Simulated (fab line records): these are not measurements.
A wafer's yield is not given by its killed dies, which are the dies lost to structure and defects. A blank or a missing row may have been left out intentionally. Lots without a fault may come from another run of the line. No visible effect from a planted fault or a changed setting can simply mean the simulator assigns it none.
What tool caused it?	flow sky130	11 lots, 33 wafers sampled, at 1 step of a route of 708

== WHAT EACH GAUGE READ, for each wafer ==
SKY_CONTACT_THK_MEAS_03.
lot	measured	on	CONTACT_HDPCVD_THK (nm)
L916	day 31 23:56	film-metro-03	569 569 569
L917	day 32 12:12	film-metro-03	562 566 567
L918	day 33 00:14	film-metro-03	566 564 568
L919	day 33 03:37	film-metro-04	571 569 565
L920	day 33 12:22	film-metro-03	561 568 563
L921	day 33 17:14	film-metro-04	563 565 568
L924	day 34 14:47	film-metro-04	559 562 555
L929	day 36 00:46	film-metro-01	563 558 563
L931	day 36 12:29	film-metro-03	559 558 558
L932	day 36 18:50	film-metro-03	566 562 566
L935	day 38 05:21	film-metro-01	557 557 556

== WHAT TOOL EACH LOT RAN ON (gives the tool, then ch and the chambers of the sampled wafers, and finally the start) ==
Record: no process step prior to these readings.

== WHAT THE TOOLS THEMSELVES READ (means of the sampled wafers that have a number; where no wafer has one, the mark that the record gives instead) ==
The record holds no such reading with a usual standard deviation.

== THE ANSWER, worked out from the rows above alone ==
Rule: the usual values come from the lots themselves. The widest of any qualifying gaps counts: lots, ordered by their means at a reading, are off when they make up no more than a third of the lots, leave a main group of 4 or more, and stand apart from it by 3 or more times the standard deviation of that group's means. If all means in a main group match to the digits the tables above print for the reading, that group is not used. A lot without any number at a reading at which 4 lots or more have one is off too. All remaining lots with rows at the step are treated as sound. First the gauges in route order, then the tools' own readings, where a lot's mean is used as printed above. At the first step where some lot is off, the reading lying furthest off is the one used; lots without a number count as furthest.
Nothing can be told from this: no lot is off at any reading shown.

== WHAT THE SIMULATOR PUT IN ==
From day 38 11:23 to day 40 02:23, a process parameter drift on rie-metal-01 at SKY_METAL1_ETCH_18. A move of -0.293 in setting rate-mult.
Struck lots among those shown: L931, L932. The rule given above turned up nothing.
